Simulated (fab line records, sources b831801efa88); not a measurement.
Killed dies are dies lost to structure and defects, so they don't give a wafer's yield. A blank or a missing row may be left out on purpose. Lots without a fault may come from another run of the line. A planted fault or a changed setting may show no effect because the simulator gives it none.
Which tool did it? | flow gf180mcu | 12 lots, 36 wafers sampled, at 6 steps of a route of 602

WHAT THE GAUGES READ, wafer by wafer
GF_VT_IMPLANT_RS_MEAS_46: measures by four-point-probe.
lot  | measured     | on            | MVSD_RS (ohm/sq)
L829 | day 7 22:45  | film_metro-04 | 457.8 457.7 458.0
L837 | day 10 02:27 | film_metro-04 | 456.8 455.2 456.4
L838 | day 10 10:26 | film_metro-02 | 456.8 457.6 456.5
L839 | day 10 15:38 | film_metro-02 | 457.6 457.4 457.9
L840 | day 10 22:36 | film_metro-02 | 458.3 457.8 456.4
L841 | day 11 02:23 | film_metro-01 | 454.2 455.6 454.8
L843 | day 11 14:02 | film_metro-02 | 457.7 456.4 457.6
L845 | day 12 02:58 | film_metro-01 | 458.1 457.8 457.6
L847 | day 12 16:28 | film_metro-04 | 458.2 458.0 459.4
L848 | day 12 23:41 | film_metro-04 | 458.8 457.9 458.2
L850 | day 13 12:05 | film_metro-01 | 458.0 456.9 458.6
L851 | day 13 17:16 | film_metro-02 | 455.0 455.9 457.3

GF_HV_LDD_OVL_MEAS_08.
lot  | measured     | on         | HV_LDD_OVL (nm)
L829 | day 10 09:40 | overlay-01 | 1.0 0.1 1.7
L837 | day 12 20:01 | overlay-02 | 1.2 1.7 -0.8
L838 | day 13 02:54 | overlay-01 | 0.2 0.9 3.3
L839 | day 13 06:55 | overlay-02 | 0.3 0.8 -0.9
L840 | day 13 16:27 | overlay-02 | 0.9 0.4 0.7
L841 | day 13 17:45 | overlay-02 | 1.4 0.6 0.6
L843 | day 14 07:51 | overlay-02 | -1.6 -1.5 -0.5
L845 | day 14 23:58 | overlay-02 | 1.1 -0.2 -0.2
L847 | day 15 12:04 | overlay-02 | 0.7 0.7 0.3
L848 | day 15 19:33 | overlay-02 | -0.4 -0.5 -1.5
L850 | day 16 10:45 | overlay-02 | 0.2 -1.0 3.3
L851 | day 16 15:07 | overlay-01 | 0.3 -1.0 0.5

GF_HV_LDD_TW_MEAS_11.
lot  | measured     | on            | HV_LDD_TW
L829 | day 10 09:57 | film_metro-04 | 2361 2352 2378
L837 | day 12 20:18 | film_metro-04 | 2678 2670 2675
L838 | day 13 03:11 | film_metro-01 | 2417 2412 2421
L839 | day 13 07:13 | film_metro-02 | 2700 2708 2694
L840 | day 13 16:44 | film_metro-01 | 2431 2413 2414
L841 | day 13 18:02 | film_metro-02 | 2399 2418 2414
L843 | day 14 08:08 | film_metro-04 | 2366 2373 2369
L845 | day 15 00:16 | film_metro-02 | 2416 2415 2426
L847 | day 15 12:26 | film_metro-02 | 2419 2414 2423
L848 | day 15 19:51 | film_metro-04 | 2379 2379 2380
L850 | day 16 11:02 | film_metro-04 | 2377 2364 2359
L851 | day 16 15:25 | film_metro-01 | 2400 2397 2411

GF_HV_LDD_RS_MEAS_53: measures by four-point-probe.
lot  | measured     | on            | HV_LDD_RS (ohm/sq)
L829 | day 12 16:56 | film_metro-01 | 418.5 417.9 417.2
L837 | day 15 10:44 | film_metro-01 | 358.2 358.8 359.3
L838 | day 15 17:02 | film_metro-04 | 419.6 419.6 419.9
L839 | day 15 21:55 | film_metro-04 | 360.0 338.9 360.0
L840 | day 16 08:26 | film_metro-04 | 418.8 418.7 419.0
L841 | day 16 10:37 | film_metro-01 | 418.3 419.6 418.2
L843 | day 17 01:07 | film_metro-01 | 418.4 417.3 417.7
L845 | day 17 18:28 | film_metro-02 | 419.5 420.8 420.0
L847 | day 18 09:00 | film_metro-01 | 417.6 417.7 418.0
L848 | day 18 16:14 | film_metro-04 | 419.6 417.7 418.0
L850 | day 19 09:52 | film_metro-04 | 420.0 419.3 419.7
L851 | day 19 14:22 | film_metro-01 | 419.4 418.4 419.1

WHICH TOOL RAN EACH LOT (tool, then ch and the chambers of the sampled wafers, then the start)
lot  | GF_HV_LDD_IMPLANT_09            | GF_HV_LDD_STRIP_10
L829 | implanter-01 ch 0, day 10 09:43 | plasma_asher-02 ch 0,1, day 10 09:50
L837 | implanter-01 ch 0, day 12 20:04 | plasma_asher-02 ch 0,1, day 12 20:11
L838 | implanter-02 ch 0, day 13 02:58 | plasma_asher-04 ch 0,1, day 13 03:05
L839 | implanter-01 ch 0, day 13 07:00 | plasma_asher-02 ch 0,1, day 13 07:08
L840 | implanter-03 ch 0, day 13 16:31 | plasma_asher-02 ch 0,1, day 13 16:38
L841 | implanter-03 ch 0, day 13 17:47 | plasma_asher-01 ch 0,1, day 13 17:56
L843 | implanter-03 ch 0, day 14 07:53 | plasma_asher-02 ch 0,1, day 14 08:02
L845 | implanter-03 ch 0, day 15 00:04 | plasma_asher-04 ch 0,1, day 15 00:10
L847 | implanter-03 ch 0, day 15 12:13 | plasma_asher-04 ch 0,1, day 15 12:22
L848 | implanter-03 ch 0, day 15 19:37 | plasma_asher-01 ch 1, day 15 19:44
L850 | implanter-01 ch 0, day 16 10:47 | plasma_asher-04 ch 0,1, day 16 10:56
L851 | implanter-03 ch 0, day 16 15:13 | plasma_asher-04 ch 0,1, day 16 15:19
- GF_HV_LDD_IMPLANT_09
- GF_HV_LDD_STRIP_10: strips in O2/N2.

WHAT THE TOOLS THEMSELVES READ (means of the sampled wafers that have a number; where no wafer has one, the mark that the record gives instead)
GF_HV_LDD_IMPLANT_09.
lot  | tool         | dose_ions_cm2 | faraday_current_uA
L829 | implanter-01 | 1e+14         | 577
L837 | implanter-01 | 2e+14         | 892
L838 | implanter-02 | 1e+14         | 555
L839 | implanter-01 | 2e+14         | 886
L840 | implanter-03 | 1e+14         | 562
L841 | implanter-03 | 1e+14         | 563
L843 | implanter-03 | 1e+14         | 574
L845 | implanter-03 | 1e+14         | 580
L847 | implanter-03 | 1e+14         | 565
L848 | implanter-03 | 1e+14         | 574
L850 | implanter-01 | 1e+14         | 555
L851 | implanter-03 | 1e+14         | 567

GF_HV_LDD_STRIP_10.
lot  | tool            | drypump_motor_current_A (A) | heater_power_w (W) | oes_product_au (a.u.) | strip_time_to_endpoint_s (s)
L829 | plasma_asher-02 | 6.2                         | 347                | 0.715                 | 12.68
L837 | plasma_asher-02 | 6.2                         | 346                | 0.718                 | 12.56
L838 | plasma_asher-04 | 6.2                         | 345                | 0.719                 | 12.63
L839 | plasma_asher-02 | 6.2                         | 345                | 0.715                 | 12.61
L840 | plasma_asher-02 | 6.2                         | 346                | 0.719                 | 12.64
L841 | plasma_asher-01 | 5.2                         | 348                | 0.714                 | 12.63
L843 | plasma_asher-02 | 5.8                         | 328                | 0.721                 | 12.64
L845 | plasma_asher-04 | 6.0                         | 343                | 0.722                 | 12.63
L847 | plasma_asher-04 | 6.1                         | 344                | 0.720                 | 12.71
L848 | plasma_asher-01 | 5.0                         | 346                | 0.719                 | 12.62
L850 | plasma_asher-04 | 6.2                         | 346                | 0.715                 | 12.64
L851 | plasma_asher-04 | 6.0                         | 333                | 0.714                 | 12.62

THE ANSWER, worked out from the rows above alone
Rule: what is usual is taken from the lots themselves. Put in order of their means at a reading, lots are off if they are a third of the lots or fewer, leave a main group of 4 or more, and stand apart from it by a gap of 3 or more times the standard deviation of the main group's means; of several such gaps the widest counts. A main group whose means are all the same, to the digits that the tables above print for the reading, isn't used. A lot without any number at a reading at which 4 lots or more have one is off too. The other lots that the step has rows for count as sound. The gauges are gone through in route order, then the tools' own readings, and for those a lot's mean is taken as printed above. The first step at which some lot is off is used, and at that step the reading that is off furthest; a lot without a number counts as furthest.
Off: L837, L839, at GF_HV_LDD_TW_MEAS_11 (HV_LDD_TW). The main group: mean 2397, standard deviation 23.
A tool fits if, at a process step before that reading, it ran every lot that is off, and no sound lot after the first of them. The gauges at GF_HV_LDD_TW_MEAS_11 aren't tried: what is off there is off at GF_HV_LDD_IMPLANT_09 too, on other tools, and a gauge's error can't cause that. None of those tried fits.

WHAT THE SIMULATOR HAD PUT IN
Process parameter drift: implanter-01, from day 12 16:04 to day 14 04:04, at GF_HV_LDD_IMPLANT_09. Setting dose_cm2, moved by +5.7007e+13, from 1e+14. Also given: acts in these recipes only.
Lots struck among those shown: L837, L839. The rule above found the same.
